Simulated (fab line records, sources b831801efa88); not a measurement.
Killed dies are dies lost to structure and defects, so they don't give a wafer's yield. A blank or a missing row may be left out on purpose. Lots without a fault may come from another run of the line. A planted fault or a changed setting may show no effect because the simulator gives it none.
Tool commonality check | flow sky130 | 11 lots, 33 wafers sampled

WHY IT WAS OPENED
At SKY_CONTACT_THK_MEAS_01 the reading CONTACT_CVD_00_THK is flagged on 2 of 11 lots. Wafers without a fault read 74.5 nm, standard deviation 0.89.
Rule: a lot is flagged when every wafer of it that has a number lies more than 4 standard deviations from that mean, or none has a number. The other lots count as sound.

lot  | measured     | on            | CONTACT_CVD_00_THK (nm), wafer by wafer | flag
L960 | day 31 02:58 | film_metro-04 | 75.1 75.3 75.5                          |
L959 | day 31 05:41 | film_metro-03 | 73.4 73.7 75.2                          |
L961 | day 31 15:34 | film_metro-03 | 73.8 73.6 75.5                          |
L962 | day 31 19:46 | film_metro-03 | 73.2 72.9 75.2                          |
L964 | day 32 08:20 | film_metro-04 | 73.0 73.5 74.7                          |
L965 | day 32 19:05 | film_metro-04 | 74.8 74.7 76.3                          |
L966 | day 32 21:35 | film_metro-04 | 151.3 149.7 153.0                       | FLAGGED
L967 | day 33 06:44 | film_metro-04 | 150.6 150.0 150.6                       | FLAGGED
L979 | day 36 18:38 | film_metro-04 | 73.5 74.4 76.1                          |
L980 | day 37 10:55 | film_metro-01 | 73.5 73.4 75.5                          |
L981 | day 37 18:22 | film_metro-03 | 74.1 73.9 74.7                          |
The numbers of the flagged lots are 150.9 nm on average: +76.4 nm against the usual, or +86 standard deviations.

WHICH TOOL RAN EACH LOT
The record holds 2 process steps before the reading, out of a route of 708 steps. In each cell: the tool, then ch and the chambers that the sampled wafers went through, then the start.
lot  | flag    | SKY_LI_CONTACT_STRIP_16              | SKY_CONTACT_CVD_00
L960 |         | plasma_asher-04 ch 0,1, day 29 21:17 | pecvd-01 ch 0,1, day 31 02:55
L959 |         | plasma_asher-03 ch 0,1, day 29 23:26 | pecvd-04 ch 0,1,2, day 31 05:38
L961 |         | plasma_asher-01 ch 0,1, day 30 09:40 | pecvd-02 ch 1,2, day 31 15:32
L962 |         | plasma_asher-01 ch 0,1, day 30 13:15 | pecvd-04 ch 0,1,2, day 31 19:44
L964 |         | plasma_asher-04 ch 0,1, day 31 03:04 | pecvd-04 ch 0,2, day 32 08:17
L965 |         | plasma_asher-04 ch 1, day 31 12:49   | pecvd-02 ch 1,2, day 32 19:03
L966 | FLAGGED | plasma_asher-01 ch 0,1, day 31 16:09 | pecvd-04 ch 0,1,2, day 32 21:00
L967 | FLAGGED | plasma_asher-04 ch 0,1, day 32 00:50 | pecvd-01 ch 0,1,2, day 33 06:00
L979 |         | plasma_asher-04 ch 0,1, day 35 14:22 | pecvd-01 ch 0,1, day 36 18:35
L980 |         | plasma_asher-03 ch 0,1, day 36 06:16 | pecvd-04 ch 0,1,2, day 37 10:53
L981 |         | plasma_asher-01 ch 0,1, day 36 13:49 | pecvd-02 ch 0,1,2, day 37 18:20
What these steps do:
- SKY_LI_CONTACT_STRIP_16: strips in O2/N2.
- SKY_CONTACT_CVD_00: deposits Si3N4, target thk 75 nm.
- SKY_CONTACT_THK_MEAS_01

FLAGGED OVER TOTAL, TOOL BY TOOL (the gauges that took the reading come last)
step                    | tool            | lots run | flagged | share of the flagged lots | sound lots run after its first flagged lot
SKY_LI_CONTACT_STRIP_16 | plasma_asher-01 | 4        | 1       | some                      | 1 (L981)
SKY_LI_CONTACT_STRIP_16 | plasma_asher-03 | 2        | 0       | none                      | -
SKY_LI_CONTACT_STRIP_16 | plasma_asher-04 | 5        | 1       | some                      | 1 (L979)
SKY_CONTACT_CVD_00      | pecvd-01        | 3        | 1       | some                      | 1 (L979)
SKY_CONTACT_CVD_00      | pecvd-02        | 3        | 0       | none                      | -
SKY_CONTACT_CVD_00      | pecvd-04        | 5        | 1       | some                      | 1 (L980)
SKY_CONTACT_THK_MEAS_01 | film_metro-01   | 1        | 0       | none                      | -
SKY_CONTACT_THK_MEAS_01 | film_metro-03   | 4        | 0       | none                      | -
SKY_CONTACT_THK_MEAS_01 | film_metro-04   | 6        | 2       | all                       | 1 (L979)

WHAT THE TABLE ALLOWS
1 row of the table ran every flagged lot: film_metro-04 at SKY_CONTACT_THK_MEAS_01.
- film_metro-04 at SKY_CONTACT_THK_MEAS_01: 2 of its 6 lots flagged. Sound lots ran on it after the first flagged one (L979), which a lasting fault on the whole tool wouldn't allow.
No row of the table ran every flagged lot and no sound lot after the first.

WHAT THE SIMULATOR HAD PUT IN
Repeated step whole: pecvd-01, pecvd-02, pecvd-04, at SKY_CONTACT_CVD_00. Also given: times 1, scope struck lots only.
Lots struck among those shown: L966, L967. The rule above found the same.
